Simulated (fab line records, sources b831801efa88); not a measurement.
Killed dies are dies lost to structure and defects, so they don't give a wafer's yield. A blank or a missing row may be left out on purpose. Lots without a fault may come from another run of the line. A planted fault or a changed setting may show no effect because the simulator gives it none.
Chamber matching | flow sky130 | SKY_POLY_GATE_ETCH_16 on rie_diel-01: 4 sister chambers
The step etches Si3N4 in CH3F/O2, stops on poly-Si, time 147.5 s, target depth 75 nm. 4 wafers are shown with their chamber, then 8 later ones without.

WAFERS WITH THEIR CHAMBER
wafer  | chamber | drypump_motor_current_A (A)
L085.2 | 0       | 6.5
L087.2 | 3       | 5.8
L087.5 | 1       | 5.3
L092.1 | 2       | 5.7

WAFERS WITHOUT THEIR CHAMBER
wafer  | drypump_motor_current_A (A)
L092.2 | 6.6
L092.3 | 5.8
L092.4 | 5.3
L092.5 | 5.8
L092.6 | 5.7
L096.3 | 6.5
L096.5 | 5.7
L096.6 | 5.8

WHICH CHAMBER EACH WENT THROUGH
wafer  | from the rows above | in truth
L092.2 | 0                   | 0
L092.3 | 3                   | 3
L092.4 | 1                   | 1
L092.5 | 3                   | 3
L092.6 | 2                   | 2
L096.3 | 0                   | 0
L096.5 | 2                   | 2
L096.6 | 3                   | 3
Placed correctly: 8 of 8. Can't be placed from these rows: 0. Placed wrongly: 0.
How it was worked out, from the rows above alone: a wafer's distance from a chamber is the root of the sum, over the readings, of the square of ((its reading less the chamber's mean) divided by the reading's scatter). The wafer belongs to the nearest chamber; if the next one is less than 2 further off, it can't be placed. A chamber's mean is the mean of its shown wafers. The scatter: with one shown wafer a chamber, the root of the mean of the squares of how far each hidden wafer lies from its nearest shown one.
